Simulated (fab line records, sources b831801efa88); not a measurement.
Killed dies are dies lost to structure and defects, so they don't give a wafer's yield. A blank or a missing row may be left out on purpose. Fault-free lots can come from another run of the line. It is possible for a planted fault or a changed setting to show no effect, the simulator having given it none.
Lot-split experiment -- flow sky130 -- route with 708 steps; 5 lots, 23 wafers read

THE SPLIT
At SKY_VIA3_SPUTTER_20 (material TiN, target thk 20 nm, time 80 s), the setting chamber-pressure-pa was moved away from the recipe's 5 Pa on 10 of the 23 wafers read, by -7.9% to +12.2%. This setting was run at the recipe's value on the other wafers.

Reading taken at the split's own step.

THE READING
TiN_of_VIA3_SPUTTER_20.thk-nm (the simulator's own value, which no gauge read), in nm, at SKY_VIA3_SPUTTER_20 (material TiN, target thk 20 nm, time 80 s). There is no usual value for it anywhere in the file. The 13 wafers here that ran the recipe average 19.99 nm, standard deviation 0.22 nm.

wafer,"tool, chamber at the split","chamber-pressure-pa as run, Pa",against the recipe,"TiN_of_VIA3_SPUTTER_20.thk-nm, nm",against lot-mates on the recipe
L074.1,"pvd-sputter-04, -",5,recipe,19.97,-
L074.2,"pvd-sputter-04, -",5,recipe,20.03,-
L074.4,"pvd-sputter-04, -",5,recipe,20,-
L074.5,"pvd-sputter-04, -",5,recipe,20,-
L074.6,"pvd-sputter-04, -",5,recipe,20.04,-
L077.1,"pvd-sputter-03, -",5.61,+12.2%,18.33,no lot-mate on the recipe
L077.2,"pvd-sputter-03, -",5.61,+12.2%,17.61,no lot-mate on the recipe
L077.3,"pvd-sputter-03, -",5.61,+12.2%,18.22,no lot-mate on the recipe
L077.4,"pvd-sputter-03, -",5.61,+12.2%,17.93,no lot-mate on the recipe
L077.6,"pvd-sputter-03, -",5.61,+12.2%,18.29,no lot-mate on the recipe
L083.4,"pvd-sputter-04, -",5,recipe,20.24,-
L083.5,"pvd-sputter-04, -",5,recipe,20.27,-
L083.6,"pvd-sputter-04, -",5,recipe,20.14,-
L081.1,"pvd-sputter-03, -",4.603,-7.9%,21.58,no lot-mate on the recipe
L081.2,"pvd-sputter-03, -",4.603,-7.9%,21.11,no lot-mate on the recipe
L081.4,"pvd-sputter-03, -",4.603,-7.9%,21.41,no lot-mate on the recipe
L081.5,"pvd-sputter-03, -",4.603,-7.9%,21.67,no lot-mate on the recipe
L081.6,"pvd-sputter-03, -",4.603,-7.9%,21.14,no lot-mate on the recipe
L085.1,"pvd-sputter-02, -",5,recipe,20.1,-
L085.2,"pvd-sputter-02, -",5,recipe,19.69,-
L085.3,"pvd-sputter-02, -",5,recipe,20.14,-
L085.4,"pvd-sputter-02, -",5,recipe,19.66,-
L085.6,"pvd-sputter-02, -",5,recipe,19.53,-

FIT RESULTS
A straight line over all 23 wafers: TiN_of_VIA3_SPUTTER_20.thk-nm changes by -0.163 nm for each +1% of chamber-pressure-pa; r = -0.98; the points scatter about the line by 0.25 nm.
Too few moved wafers with a lot-mate on the recipe to fit a line net of each lot's own level.

THE FILE'S OWN FIT
TiN_of_VIA3_SPUTTER_20.thk-nm changes by -0.163 nm for each +1% of chamber-pressure-pa, r = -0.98.
